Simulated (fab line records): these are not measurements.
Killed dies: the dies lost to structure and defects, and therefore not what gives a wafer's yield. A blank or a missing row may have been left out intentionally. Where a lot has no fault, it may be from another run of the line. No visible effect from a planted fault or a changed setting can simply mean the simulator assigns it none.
fab line records	flow gf180mcu
[record] lots = 24	wafers = 72	last-day = 34
route steps=602 shown STI@1 V1@357 M2@368 V2@398 V5@563
lots with no fault: from the same line, run without faults
start-h: start of the lot's first displayed wafer, in hours after the record's first day	wait-h: hours from the lot's prior step to this one	" same as the row above	L1.1+2: one row covering several wafers at once	- value missing, or start not given	* or withheld: withheld	< > ~ a bound
route shown NAME@n: a module of which the file shows steps, and the number in the route of the first	usual: mean/standard deviation taken from wafers without a fault	same: alike in all rows	chamber/n: place in a boat	sites: the reading at each site	_std_site: standard deviation of those values	_edge_site: inner sites' mean taken away from outer sites' mean	radius-mm: how far each site lies from the wafer's centre	mask NAME#n: copy n	behind: tool/chamber where the wafer was last shaped	hold: cause of the lot's hold/its duration in hours/its outcome	device: whichever transistor did not switch (one of n, p or np)	end of line: the same wafers' tests at the end of the route	step lacking rows: just its recipe	killed: count of dies lost to structure and defects at first sort (not the wafer's yield)	map: a wafer's dies, x killed, . not, _ none there
set.NAME: setting as actually run; set.NAME@STEP: the setting as run at that earlier step	model.NAME: the simulator's own value behind a step, which no gauge read
route steps across a sampled set of lots; one table per step, one row per wafer
services: a tool's chamber out of use, with start hour (start-h, from the record's first day; less than 0 if before it), hours out, and reason
[[steps]]
[step GF_STI_BOW_MEAS_00]
[recipe] mode = bow
[usual] INCOMING_BOW = -1/6.3
lot.wafer	tool	chamber	start-h	wait-h	INCOMING_BOW[um]
L074.1	film-metro-02	-	10.00	-	-4
L074.2	"	-	"	"	14
L074.6	"	-	"	"	1
L075.1	film-metro-01	-	15.00	-	-7
L075.3	"	-	"	"	-6
L075.6	"	-	"	"	-7
L076.1	film-metro-02	-	20.00	-	7
L076.3	"	-	"	"	-7
L076.5	"	-	"	"	-1
L077.4	film-metro-02	-	25.06	-	-4
L077.5	"	-	"	"	4
L077.6	"	-	"	"	1
L078.2	film-metro-04	-	30.02	-	-9
L078.3	"	-	"	"	-2
L078.4	"	-	"	"	-5
L079.1	film-metro-02	-	35.00	-	7
L079.4	"	-	"	"	-5
L079.6	"	-	"	"	12
L080.3	film-metro-01	-	40.04	-	4
L080.4	"	-	"	"	-2
L080.6	"	-	"	"	-1
L081.2	film-metro-04	-	45.02	-	3
L081.3	"	-	"	"	-7
L081.5	"	-	"	"	2
L082.3	film-metro-02	-	50.04	-	-1
L082.4	"	-	"	"	-9
L082.6	"	-	"	"	9
L083.1	film-metro-02	-	55.00	-	-2
L083.5	"	-	"	"	0
L083.6	"	-	"	"	5
L084.1	film-metro-04	-	60.00	-	-7
L084.2	"	-	"	"	0
L084.6	"	-	"	"	1
L085.1	film-metro-01	-	65.00	-	0
L085.4	"	-	"	"	-1
L085.6	"	-	"	"	-1
L086.3	film-metro-04	-	70.04	-	-6
L086.4	"	-	"	"	4
L086.5	"	-	"	"	-12
L087.4	film-metro-01	-	75.06	-	4
L087.5	"	-	"	"	1
L087.6	"	-	"	"	0
L088.1	film-metro-02	-	80.00	-	1
L088.4	"	-	"	"	2
L088.5	"	-	"	"	-15
L089.2	film-metro-01	-	85.02	-	-11
L089.3	"	-	"	"	13
L089.5	"	-	"	"	-11
L090.3	film-metro-04	-	90.04	-	2
L090.4	"	-	"	"	-6
L090.6	"	-	"	"	-15
L091.1	film-metro-02	-	95.00	-	-3
L091.4	"	-	"	"	-12
L091.5	"	-	"	"	-5
L092.2	film-metro-04	-	100.02	-	-3
L092.3	"	-	"	"	9
L092.4	"	-	"	"	4
L093.3	film-metro-01	-	105.04	-	-4
L093.4	"	-	"	"	-12
L093.5	"	-	"	"	0
L094.1	film-metro-04	-	110.00	-	-5
L094.2	"	-	"	"	1
L094.4	"	-	"	"	1
L095.1	film-metro-01	-	115.00	-	-5
L095.3	"	-	"	"	-1
L095.5	"	-	"	"	1
L096.1	film-metro-04	-	120.00	-	-1
L096.2	"	-	"	"	-4
L096.6	"	-	"	"	-12
L097.1	film-metro-04	-	125.00	-	3
L097.2	"	-	"	"	-3
L097.3	"	-	"	"	2
[step GF_V1_SPUTTER_22]
[recipe] material = TiN	target-thk-nm = 10	chamber-pressure-pa = 5	power-w = 4000	time-s = 40
[usual] throttle-valve-pct = 30.2/0.98
lot.wafer	tool	chamber	start-h	wait-h	throttle-valve-pct
L074.1	pvd-sputter-04	-	413.32	0.0	30.2
L074.2	"	-	"	"	31.2
L074.6	"	-	"	"	31.2
L075.1	pvd-sputter-01	-	423.79	0.0	31.0
L075.3	"	-	"	"	31.0
L075.6	"	-	"	"	30.0
L076.1	pvd-sputter-04	-	428.01	0.0	29.8
L076.3	"	-	"	"	30.2
L076.5	"	-	"	"	29.8
L077.4	pvd-sputter-02	-	439.27	0.0	31.1
L077.5	"	-	"	"	28.9
L077.6	"	-	"	"	31.3
L078.2	pvd-sputter-04	-	455.06	0.0	31.6
L078.3	"	-	"	"	29.9
L078.4	"	-	"	"	29.7
L079.1	pvd-sputter-01	-	464.21	0.0	30.9
L079.4	"	-	"	"	28.4
L079.6	"	-	"	"	30.7
L080.3	pvd-sputter-02	-	471.37	0.0	29.2
L080.4	"	-	"	"	28.7
L080.6	"	-	"	"	29.4
L081.2	pvd-sputter-04	-	482.80	0.0	31.5
L081.3	"	-	"	"	31.1
L081.5	"	-	"	"	30.0
L082.3	pvd-sputter-02	-	491.17	0.0	29.6
L082.4	"	-	"	"	28.7
L082.6	"	-	"	"	29.5
L083.1	pvd-sputter-04	-	494.47	0.0	31.2
L083.5	"	-	"	"	29.9
L083.6	"	-	"	"	31.2
L084.1	pvd-sputter-04	-	506.75	0.0	31.1
L084.2	"	-	"	"	30.2
L084.6	"	-	"	"	31.6
L085.1	pvd-sputter-04	-	513.23	0.0	30.3
L085.4	"	-	"	"	29.7
L085.6	"	-	"	"	31.2
L086.3	pvd-sputter-02	-	518.87	0.0	28.6
L086.4	"	-	"	"	29.2
L086.5	"	-	"	"	29.1
L087.4	pvd-sputter-04	-	524.95	0.0	31.7
L087.5	"	-	"	"	30.0
L087.6	"	-	"	"	31.0
L088.1	pvd-sputter-01	-	538.75	0.0	28.5
L088.4	"	-	"	"	31.1
L088.5	"	-	"	"	30.0
L089.2	pvd-sputter-01	-	544.67	0.0	31.0
L089.3	"	-	"	"	28.4
L089.5	"	-	"	"	28.1
L090.3	pvd-sputter-02	-	550.33	0.0	29.4
L090.4	"	-	"	"	31.3
L090.6	"	-	"	"	28.5
L091.1	pvd-sputter-02	-	565.07	0.0	29.6
L091.4	"	-	"	"	31.2
L091.5	"	-	"	"	29.0
L092.2	pvd-sputter-04	-	565.92	0.0	30.1
L092.3	"	-	"	"	31.4
L092.4	"	-	"	"	29.7
L093.3	pvd-sputter-01	-	572.30	0.0	30.1
L093.4	"	-	"	"	28.4
L093.5	"	-	"	"	29.9
L094.1	pvd-sputter-04	-	583.25	0.0	30.0
L094.2	"	-	"	"	29.7
L094.4	"	-	"	"	31.4
L095.1	pvd-sputter-02	-	591.87	0.0	29.3
L095.3	"	-	"	"	31.2
L095.5	"	-	"	"	29.0
L096.1	pvd-sputter-04	-	597.78	0.0	29.8
L096.2	"	-	"	"	30.2
L096.6	"	-	"	"	29.9
L097.1	pvd-sputter-04	-	606.47	0.0	31.5
L097.2	"	-	"	"	31.1
L097.3	"	-	"	"	29.8
[step GF_M2_THK_MEAS_06]
[recipe] thk-meas-gauge = xrf	reads = AlCu_of_M2_SPUTTER_02
[usual] M2_ALCU_THK = 445/6.4
lot.wafer	tool	chamber	start-h	wait-h	M2_ALCU_THK[nm]
L074.1	film-metro-01	-	414.29	0.1	448
L074.2	"	-	"	"	440
L074.6	"	-	"	"	456
L075.1	film-metro-01	-	424.76	0.1	448
L075.3	"	-	"	"	448
L075.6	"	-	"	"	448
L076.1	film-metro-03	-	428.98	0.1	451
L076.3	"	-	"	"	448
L076.5	"	-	"	"	450
L077.4	film-metro-04	-	440.27	0.1	445
L077.5	"	-	"	"	452
L077.6	"	-	"	"	450
L078.2	film-metro-03	-	456.34	0.1	450
L078.3	"	-	"	"	444
L078.4	"	-	"	"	450
L079.1	film-metro-03	-	465.19	0.1	451
L079.4	"	-	"	"	452
L079.6	"	-	"	"	453
L080.3	film-metro-04	-	472.36	0.1	457
L080.4	"	-	"	"	459
L080.6	"	-	"	"	457
L081.2	film-metro-03	-	483.78	0.1	447
L081.3	"	-	"	"	450
L081.5	"	-	"	"	443
L082.3	film-metro-01	-	492.16	0.1	446
L082.4	"	-	"	"	442
L082.6	"	-	"	"	447
L083.1	film-metro-04	-	495.45	0.1	443
L083.5	"	-	"	"	441
L083.6	"	-	"	"	447
L084.1	film-metro-04	-	507.72	0.1	437
L084.2	"	-	"	"	448
L084.6	"	-	"	"	440
L085.1	film-metro-04	-	514.20	0.1	432
L085.4	"	-	"	"	439
L085.6	"	-	"	"	435
L086.3	film-metro-01	-	519.86	0.1	441
L086.4	"	-	"	"	436
L086.5	"	-	"	"	436
L087.4	film-metro-01	-	525.95	0.1	431
L087.5	"	-	"	"	434
L087.6	"	-	"	"	430
L088.1	film-metro-01	-	539.72	0.1	442
L088.4	"	-	"	"	441
L088.5	"	-	"	"	442
L089.2	film-metro-04	-	545.65	0.1	441
L089.3	"	-	"	"	442
L089.5	"	-	"	"	443
L090.3	film-metro-04	-	551.32	0.1	439
L090.4	"	-	"	"	443
L090.6	"	-	"	"	445
L091.1	film-metro-04	-	566.04	0.1	458
L091.4	"	-	"	"	453
L091.5	"	-	"	"	459
L092.2	film-metro-03	-	566.90	0.1	447
L092.3	"	-	"	"	445
L092.4	"	-	"	"	448
L093.3	film-metro-04	-	573.30	0.1	444
L093.4	"	-	"	"	446
L093.5	"	-	"	"	447
L094.1	film-metro-03	-	584.23	0.1	442
L094.2	"	-	"	"	444
L094.4	"	-	"	"	439
L095.1	film-metro-04	-	593.04	0.1	442
L095.3	"	-	"	"	446
L095.5	"	-	"	"	456
L096.1	film-metro-01	-	598.75	0.1	438
L096.2	"	-	"	"	447
L096.6	"	-	"	"	442
L097.1	film-metro-03	-	607.47	0.1	442
L097.2	"	-	"	"	449
L097.3	"	-	"	"	441
[step GF_V2_ETCH_16]
[recipe] chemistry = N2/H2	target-depth-a = withheld	overetch-a = withheld	time-s = withheld	target = BARC	ion-energy-ev = 200	source-w = 500	bias-w = 100	pressure-mtorr = 30	n2-flow-sccm = 100	h2-flow-sccm = 200
[usual] drypump-motor-current-A = 5.6/0.72	oes-product-au = 0.856/0.005	rf-fwd-power-W = 494.2/2.3	throttle-valve-pct = 13.224/0.0086
lot.wafer	tool	chamber	start-h	wait-h	drypump-motor-current-A	oes-product-au	rf-fwd-power-W	throttle-valve-pct
L074.1	rie-diel-04	2	464.03	0.0	4.6	0.860	491.0	13.223
L074.2	"	0	"	"	5.6	0.856	492.5	13.214
L074.6	"	0	"	"	5.7	0.858	492.1	13.224
L075.1	rie-diel-03	2	475.26	0.0	5.1	0.859	493.4	13.231
L075.3	"	3	"	"	6.7	0.841	495.8	13.225
L075.6	"	3	"	"	6.7	0.855	494.1	13.230
L076.1	rie-diel-01	1	480.03	0.0	6.2	0.851	495.6	13.222
L076.3	"	0	"	"	5.7	0.852	496.2	13.217
L076.5	"	1	"	"	6.2	0.860	494.3	13.227
L077.4	rie-diel-04	1	490.11	0.0	5.2	0.854	495.2	13.211
L077.5	"	1	"	"	5.3	0.854	492.6	13.224
L077.6	"	2	"	"	4.7	0.861	488.2	13.221
L078.2	rie-diel-01	3	505.30	0.0	6.1	0.853	492.6	13.231
L078.3	"	1	"	"	6.2	0.852	496.8	13.220
L078.4	"	0	"	"	5.7	0.853	495.0	13.240
L079.1	rie-diel-04	1	512.98	0.0	5.3	0.851	495.6	13.231
L079.4	"	0	"	"	5.7	0.855	493.6	13.220
L079.6	"	0	"	"	5.7	0.857	496.1	13.227
L080.3	rie-diel-04	0	521.22	0.0	5.6	0.858	494.3	13.226
L080.4	"	3	"	"	6.4	0.857	495.2	13.227
L080.6	"	0	"	"	5.7	0.854	491.6	13.232
L081.2	rie-diel-03	1	532.88	0.0	4.6	0.861	498.1	13.229
L081.3	"	2	"	"	5.0	0.850	496.4	13.212
L081.5	"	3	"	"	6.6	0.861	495.9	13.220
L082.3	rie-diel-04	2	540.32	0.0	4.7	0.862	491.9	13.248
L082.4	"	0	"	"	5.7	0.858	494.7	13.236
L082.6	"	2	"	"	4.7	0.856	492.6	13.228
L083.1	rie-diel-04	0	543.57	0.0	5.7	0.857	493.5	13.218
L083.5	"	3	"	"	6.3	0.848	497.2	13.230
L083.6	"	0	"	"	5.6	0.860	494.2	13.228
L084.1	rie-diel-04	3	554.72	0.0	6.4	0.865	495.4	13.225
L084.2	"	1	"	"	5.3	0.862	493.6	13.217
L084.6	"	3	"	"	6.4	0.861	498.2	13.222
L085.1	rie-diel-03	0	560.05	0.0	6.5	0.851	494.1	13.234
L085.4	"	0	"	"	6.5	0.856	495.6	13.225
L085.6	"	1	"	"	4.6	0.847	496.8	13.232
L086.3	rie-diel-04	2	565.77	0.0	4.7	0.854	490.1	13.219
L086.4	"	1	"	"	5.2	0.851	494.8	13.200
L086.5	"	2	"	"	4.7	0.861	491.2	13.221
L087.4	rie-diel-03	2	571.95	0.0	5.1	0.853	496.8	13.234
L087.5	"	3	"	"	6.7	0.865	495.4	13.217
L087.6	"	0	"	"	6.5	0.868	492.9	13.215
L088.1	rie-diel-01	3	585.32	0.0	6.1	0.854	494.4	13.234
L088.4	"	0	"	"	5.7	0.855	494.6	13.230
L088.5	"	3	"	"	6.1	0.856	491.3	13.239
L089.2	rie-diel-03	3	590.75	0.0	6.7	0.851	491.1	13.237
L089.3	"	2	"	"	5.0	0.853	497.2	13.220
L089.5	"	0	"	"	6.5	0.854	494.0	13.211
L090.3	rie-diel-03	2	596.47	0.0	5.0	0.856	497.0	13.223
L090.4	"	0	"	"	6.6	0.853	491.6	13.234
L090.6	"	2	"	"	5.0	0.861	498.1	13.220
L091.1	rie-diel-03	1	610.05	0.0	4.6	0.858	495.7	13.208
L091.4	"	3	"	"	6.7	0.861	495.2	13.236
L091.5	"	1	"	"	4.6	0.849	497.0	13.240
L092.2	rie-diel-03	3	610.72	0.0	6.6	0.861	492.7	13.228
L092.3	"	1	"	"	4.6	0.857	494.4	13.216
L092.4	"	3	"	"	6.7	0.859	496.8	13.225
L093.3	rie-diel-04	0	615.75	0.0	5.7	0.858	494.7	13.223
L093.4	"	3	"	"	6.4	0.851	494.8	13.206
L093.5	"	0	"	"	5.7	0.850	495.1	13.223
L094.1	rie-diel-04	2	626.09	0.0	4.7	0.857	492.0	13.215
L094.2	"	1	"	"	5.2	0.856	492.2	13.220
L094.4	"	0	"	"	5.6	0.848	494.2	13.231
L095.1	rie-diel-04	0	635.22	0.0	5.6	0.858	493.3	13.227
L095.3	"	1	"	"	5.3	0.855	494.3	13.218
L095.5	"	2	"	"	4.7	0.857	490.6	13.224
L096.1	rie-diel-04	1	641.42	0.0	5.3	0.859	493.6	13.242
L096.2	"	0	"	"	5.6	0.864	494.5	13.238
L096.6	"	1	"	"	5.2	0.861	494.5	13.225
L097.1	rie-diel-04	1	648.32	0.0	5.3	0.853	495.6	13.228
L097.2	"	3	"	"	6.3	0.840	497.2	13.223
L097.3	"	0	"	"	5.6	0.856	494.2	13.229
[step GF_V5_CVD_23]
[recipe] material = W	target-thk-nm = 350	time-s = 104.9	temp-c = 400	pressure-torr = 40
[usual] heater-power-w = 867/25
lot.wafer	tool	chamber	start-h	wait-h	heater-power-w
L074.1	cvd-w-02	1	630.24	0.0	888
L074.2	"	1	"	"	877
L074.6	"	1	"	"	882
L075.1	cvd-w-01	0	638.98	0.0	890
L075.3	"	0	"	"	884
L075.6	"	0	"	"	887
L076.1	cvd-w-01	1	641.16	0.0	856
L076.3	"	1	"	"	849
L076.5	"	1	"	"	863
L077.4	cvd-w-01	0	651.74	0.1	900
L077.5	"	0	"	"	894
L077.6	"	1	"	"	855
L078.2	cvd-w-02	0	663.11	0.0	848
L078.3	"	0	"	"	825
L078.4	"	1	"	"	855
L079.1	cvd-w-01	1	670.67	0.0	871
L079.4	"	0	"	"	899
L079.6	"	1	"	"	846
L080.3	cvd-w-02	0	678.55	0.1	837
L080.4	"	1	"	"	885
L080.6	"	0	"	"	840
L081.2	cvd-w-01	0	687.04	0.0	882
L081.3	"	0	"	"	886
L081.5	"	1	"	"	826
L082.3	cvd-w-02	1	694.52	0.1	903
L082.4	"	0	"	"	819
L082.6	"	0	"	"	836
L083.1	cvd-w-02	0	696.63	0.0	852
L083.5	"	1	"	"	901
L083.6	"	0	"	"	838
L084.1	cvd-w-02	0	705.73	0.0	852
L084.2	"	1	"	"	877
L084.6	"	1	"	"	910
L085.1	cvd-w-02	0	709.68	0.0	854
L085.4	"	0	"	"	834
L085.6	"	1	"	"	867
L086.3	cvd-w-02	0	715.23	0.1	823
L086.4	"	1	"	"	889
L086.5	"	0	"	"	833
L087.4	cvd-w-01	1	720.50	0.1	860
L087.5	"	0	"	"	895
L087.6	"	1	"	"	851
L088.1	cvd-w-01	1	730.42	0.0	850
L088.4	"	0	"	"	897
L088.5	"	1	"	"	893
L089.2	cvd-w-01	0	734.11	0.0	903
L089.3	"	1	"	"	870
L089.5	"	0	"	"	893
L090.3	cvd-w-02	0	741.02	0.1	828
L090.4	"	1	"	"	884
L090.6	"	1	"	"	878
L091.1	cvd-w-01	1	751.87	0.0	860
L091.4	"	0	"	"	877
L091.5	"	1	"	"	864
L092.2	cvd-w-01	1	753.29	0.0	836
L092.3	"	0	"	"	874
L092.4	"	1	"	"	853
L093.3	cvd-w-02	1	757.87	0.1	920
L093.4	"	0	"	"	825
L093.5	"	1	"	"	896
L094.1	cvd-w-02	1	765.01	0.0	886
L094.2	"	0	"	"	819
L094.4	"	0	"	"	848
L095.1	cvd-w-02	1	770.74	0.0	906
L095.3	"	1	"	"	872
L095.5	"	1	"	"	881
L096.1	cvd-w-01	1	776.99	0.0	844
L096.2	"	0	"	"	890
L096.6	"	1	"	"	837
L097.1	cvd-w-01	1	781.44	0.0	839
L097.2	"	0	"	"	897
L097.3	"	0	"	"	892
[step GF_V5_CMP_26]
[recipe] stop-on = SiO2	down-force-psi = 3.5	platen-rpm = 60	t-overpolish-s = 15	target-thk-nm = 0	pad-velocity-m-s = 0.94248
[usual] motor-current-A = 10.6/0.61	overpolish-run-s = 15.001/0.009	platen-rpm = 60.00/0.044	time-to-endpoint-s = 83/4
lot.wafer	tool	chamber	start-h	wait-h	motor-current-A	overpolish-run-s	platen-rpm	time-to-endpoint-s
L074.2	cmp-01	0	630.93	0.3	10.9	14.989	60.06	87
L074.1	"	3	"	"	10.5	15.020	59.96	83
L074.6	"	0	"	"	11.6	15.002	60.02	85
L075.1	cmp-01	2	639.27	0.1	9.7	14.993	60.03	82
L075.3	"	0	"	"	11.1	15.019	60.04	87
L075.6	"	3	"	"	10.8	15.003	59.94	83
L076.3	cmp-01	0	641.45	0.0	11.2	15.024	59.97	86
L076.1	"	1	"	"	11.3	15.003	60.02	83
L076.5	"	0	"	"	11.1	15.011	59.99	91
L077.4	cmp-02	3	652.05	0.1	11.4	15.011	60.00	80
L077.6	"	3	"	"	11.3	15.015	60.02	80
L077.5	"	0	"	"	10.9	14.991	59.99	77
L078.2	cmp-01	1	663.40	0.0	11.2	15.011	59.92	81
L078.4	"	2	"	"	9.4	15.003	60.00	84
L078.3	"	0	"	"	11.1	14.984	59.96	88
L079.1	cmp-01	3	671.01	0.1	10.7	14.993	59.90	83
L079.4	"	0	"	"	11.2	14.994	60.00	86
L079.6	"	2	"	"	9.7	15.005	60.01	85
L080.3	cmp-02	2	678.80	0.0	9.9	15.018	60.00	81
L080.4	"	0	"	"	10.5	14.985	60.04	78
L080.6	"	2	"	"	9.9	14.991	60.05	86
L081.2	cmp-01	2	687.34	0.0	10.1	14.991	60.01	83
L081.3	"	0	"	"	11.6	15.004	59.93	89
L081.5	"	2	"	"	9.8	15.010	59.99	81
L082.4	cmp-02	2	694.77	0.0	9.3	14.996	60.01	79
L082.3	"	1	"	"	10.3	14.997	59.89	81
L082.6	"	3	"	"	10.6	14.997	59.95	76
L083.1	cmp-01	0	696.92	0.1	10.8	15.007	60.05	93
L083.6	"	0	"	"	11.3	14.994	59.96	90
L083.5	"	1	"	"	11.2	14.996	59.99	88
L084.2	cmp-01	0	706.02	0.0	11.3	14.991	59.90	93
L084.1	"	3	"	"	10.8	15.010	60.03	87
L084.6	"	1	"	"	11.3	15.003	59.95	84
L085.1	cmp-02	2	710.02	0.1	9.6	15.009	59.98	81
L085.4	"	0	"	"	10.4	14.992	60.02	76
L085.6	"	1	"	"	10.1	14.990	59.98	84
L086.3	cmp-02	0	715.51	0.1	11.0	15.005	60.06	77
L086.4	"	2	"	"	10.3	14.982	60.05	86
L086.5	"	0	"	"	10.3	14.986	60.03	77
L087.4	cmp-02	2	720.75	0.0	9.8	15.014	60.04	87
L087.5	"	2	"	"	10.4	15.000	60.05	91
L087.6	"	3	"	"	11.0	15.006	59.97	78
L088.4	cmp-02	2	730.81	0.1	9.8	15.007	60.06	87
L088.1	"	3	"	"	11.5	14.993	59.96	80
L088.5	"	1	"	"	10.3	14.991	59.97	82
L089.3	cmp-02	1	734.45	0.1	11.1	14.995	60.01	85
L089.2	"	3	"	"	11.4	14.994	59.96	76
L089.5	"	0	"	"	10.6	15.008	59.94	75
L090.3	cmp-01	1	741.27	0.0	11.1	14.992	60.00	84
L090.4	"	0	"	"	10.8	15.018	60.01	88
L090.6	"	1	"	"	11.2	14.997	60.03	83
L091.4	cmp-02	2	752.18	0.0	9.6	14.998	60.00	83
L091.1	"	1	"	"	10.0	15.010	60.04	82
L091.5	"	2	"	"	9.6	15.009	59.90	83
L092.4	cmp-02	2	753.58	0.0	10.2	14.992	60.06	82
L092.2	"	0	"	"	9.9	14.988	59.99	75
L092.3	"	1	"	"	10.6	14.998	59.94	82
L093.4	cmp-01	3	758.20	0.1	10.4	14.992	60.00	84
L093.3	"	0	"	"	11.4	14.997	60.02	87
L093.5	"	0	"	"	11.1	14.999	60.02	90
L094.1	cmp-02	0	765.30	0.1	10.8	15.005	59.96	81
L094.4	"	2	"	"	9.5	14.987	60.07	88
L094.2	"	3	"	"	10.9	15.003	60.00	80
L095.3	cmp-02	1	771.08	0.1	9.9	15.001	59.97	85
L095.1	"	2	"	"	9.9	14.993	60.03	83
L095.5	"	1	"	"	9.8	15.001	60.02	83
L096.1	cmp-01	3	777.28	0.1	10.7	15.013	60.02	83
L096.2	"	2	"	"	10.0	15.009	60.01	86
L096.6	"	0	"	"	11.3	14.992	60.05	87
L097.3	cmp-01	2	781.78	0.1	9.5	14.997	60.05	84
L097.1	"	3	"	"	10.3	15.006	60.01	86
L097.2	"	0	"	"	10.9	14.996	60.03	86
[[services]]
tool	chamber	start-h	hours	kind
cvd-w-02	-	390.00	14.0	pm
pvd-sputter-04	-	400.25	0.8	repair
cvd-w-02	-	400.65	1.4	repair
cmp-01	-	404.16	4.0	pm
pvd-sputter-04	-	405.32	3.9	repair
cmp-02	-	424.95	1.2	repair
cmp-01	-	425.18	1.9	repair
rie-diel-04	3	432.47	7.6	repair
cmp-01	-	444.75	2.0	repair
rie-diel-04	2	467.78	16.8	repair
cvd-w-01	-	478.19	2.8	pm
cmp-01	-	515.25	6.2	pm
cvd-w-01	-	532.29	0.5	repair
rie-diel-04	1	538.44	8.4	repair
cmp-02	-	538.59	1.2	repair
cvd-w-02	-	545.60	1.5	repair
rie-diel-04	0	553.22	15.9	repair
cmp-01	-	567.27	0.8	repair
cmp-02	-	576.45	0.9	repair
cmp-02	-	585.50	6.1	pm
rie-diel-04	-	610.54	2.8	pm
rie-diel-04	2	614.79	4.0	repair
rie-diel-04	3	617.22	6.4	repair
rie-diel-04	-	765.14	0.5	repair
[[key]]
fault none
